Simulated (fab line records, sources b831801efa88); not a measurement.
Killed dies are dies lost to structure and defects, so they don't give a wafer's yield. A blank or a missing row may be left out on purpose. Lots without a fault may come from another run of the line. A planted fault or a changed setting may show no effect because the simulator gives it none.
Chamber matching | flow gf180mcu | GF_V2_CMP_26 on cmp-01: 4 sister chambers
The step polishes, stops on SiO2, t overpolish 15 s, target thk 0 nm. 8 wafers are shown with their chamber, then 7 later ones without.

WAFERS WITH THEIR CHAMBER
wafer  | chamber | motor_current_A (A) | time_to_endpoint_s (s)
L607.1 | 3       | 11.8                | 84
L608.4 | 1       | 10.4                | 93
L609.4 | 1       | 10.7                | 91
L613.2 | 2       | 11.9                | 85
L613.4 | 3       | 12.8                | 89
L613.5 | 0       | 12.3                | 93
L617.2 | 0       | 12.0                | 85
L617.4 | 2       | 12.2                | 82

WAFERS WITHOUT THEIR CHAMBER
wafer  | motor_current_A (A) | time_to_endpoint_s (s)
L617.5 | 10.4                | 93
L619.1 | 11.7                | 84
L619.5 | 12.8                | 82
L619.6 | 11.6                | 84
L628.2 | 13.2                | 91
L628.3 | 11.7                | 88
L628.4 | 11.9                | 88

WHICH CHAMBER EACH WENT THROUGH
wafer  | from the rows above               | in truth
L617.5 | 1                                 | 1
L619.1 | can't be placed: 2 or 3 or 0      | 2
L619.5 | can't be placed: 3 or 2 or 0      | 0
L619.6 | can't be placed: 2 or 3 or 0      | 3
L628.2 | can't be placed: 3 or 0 or 2      | 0
L628.3 | can't be placed: 0 or 2 or 3 or 1 | 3
L628.4 | can't be placed: 0 or 3 or 2      | 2
Placed correctly: 1 of 7. Can't be placed from these rows: 6 (the true chamber is among the candidates in 6). Placed wrongly: 0.
How it was worked out, from the rows above alone: a wafer's distance from a chamber is the root of the sum, over the readings, of the square of ((its reading less the chamber's mean) divided by the reading's scatter). The wafer belongs to the nearest chamber; if the next one is less than 2 further off, it can't be placed. A chamber's mean is the mean of its shown wafers. The scatter: the root of (the sum of the squares of (reading less its chamber's mean) over the shown wafers, divided by (wafers less chambers)).
